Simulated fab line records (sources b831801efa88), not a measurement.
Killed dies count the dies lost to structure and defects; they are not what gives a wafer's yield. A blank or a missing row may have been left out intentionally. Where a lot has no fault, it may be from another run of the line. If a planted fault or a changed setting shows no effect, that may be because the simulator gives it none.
Struck lot and sound lot, side by side ; flow gf180mcu ; 14 steps out of a route of 602
Sound: these wafers, L686.4, L686.5, L686.6. Wafers struck: L690.1, L690.3, L690.6. Last of all comes the cause.
Each step with rows lists, per side, the tool, then ch with its chambers, then its first start. Under that, the readings that differ: sound wafers ; struck wafers ; difference of the means ; sigmas: that difference in standard deviations of wafers without a fault.
alike: words and numbers the same on both sides, and readings whose means are apart by under 2 such deviations; not compared: readings that were withheld, readings missing a value for some wafer, numbers with overlapping values and no deviation given by the record, and bounds like >300 which may hide the same value.
Wherever a step has rows on one side only, a row that says differs or no value, or a row with sigmas, the two part there. Numbers that don't overlap but have no deviation are shown without sigmas and don't part them. Lack of a reading on every wafer of one side parts them only where that side has two or more wafers.

first, 2 steps without rows for these wafers: GF_V4_STRIP_19 (strips in post etch residue remover, time 1200 s); GF_V4_CLEAN_20 (cleans in DIW).
GF_V4_SPUTTER_21: material Ti, target thk 15 nm, time 80.02 s.
  sound on pvd sputter-03 at day 27 01:37; struck on pvd sputter-03 at day 28 19:43
  alike: cathode dc power W, chamber pressure pa, throttle valve pct
then, 2 steps without rows for these wafers: GF_V4_SPUTTER_22 (material TiN, target thk 10 nm, time 40 s); GF_V4_CVD_23 (deposits W, target thk 350 nm, time 104.9 s).
GF_V4_RS_MEAS_24: a four-point-probe measurement.
  sound on film metro-01 at day 27 01:53; struck on film metro-02 at day 28 19:56
  alike: V4_W_RS
GF_V4_THK_MEAS_25: measures by xrf.
  sound on film metro-01 at day 27 01:58; struck on film metro-02 at day 28 20:03
  alike: V4_W_THK
GF_V4_CMP_26: polishes, stops on SiO2, t overpolish 15 s, target thk 0 nm.
  sound on cmp-01 ch 1,2, day 27 02:00; struck on cmp-02 ch 0,3, day 28 20:07
  alike: motor current A, overpolish run s, slurry flow ml min, time to endpoint s
GF_MIM_SPUTTER_00: material Ti, target thk 37.5 nm, time 150 s.
  sound on pvd sputter-02 at day 27 02:18; struck on pvd sputter-04 at day 28 20:25
  alike: cathode dc power W, chamber pressure pa, throttle valve pct
GF_MIM_SPUTTER_01: material TiN, target thk 30 nm, time 25 s.
  sound on pvd sputter-02 at day 27 02:24; struck on pvd sputter-04 at day 28 20:31
  alike: cathode dc power W, chamber pressure pa, throttle valve pct
then, 2 steps without rows for these wafers: GF_MIM_SPUTTER_02 (material AlCu, target thk 450 nm, time 23.9 s); GF_MIM_SPUTTER_03 (material Ti, target thk 10 nm, time 6.406 s).
GF_MIM_SPUTTER_04: material TiN, target thk 50 nm, time 41.7 s.
  sound on pvd sputter-02 at day 27 02:29; struck on pvd sputter-04 at day 28 20:35
  no value came back on the struck wafers for cathode dc power W (W), chamber pressure pa (Pa), throttle valve pct (%); on the sound wafers cathode dc power W (W) reads 6500.6 6498.7 6498.6
GF_MIM_CVD_05: deposits Si3N4, target thk 42 nm, time 29.086 s.
  sound on pecvd-04 ch 0,1,2, day 27 02:32; struck on pecvd-03 ch 0,2, day 28 20:38
  alike: heater power w, temp max c

WHERE THEY PART
GF_MIM_SPUTTER_04 only, going by this record. Later steps at which nothing parts them and some readings are alike: GF_MIM_CVD_05.

WHY: whatever the simulator had introduced
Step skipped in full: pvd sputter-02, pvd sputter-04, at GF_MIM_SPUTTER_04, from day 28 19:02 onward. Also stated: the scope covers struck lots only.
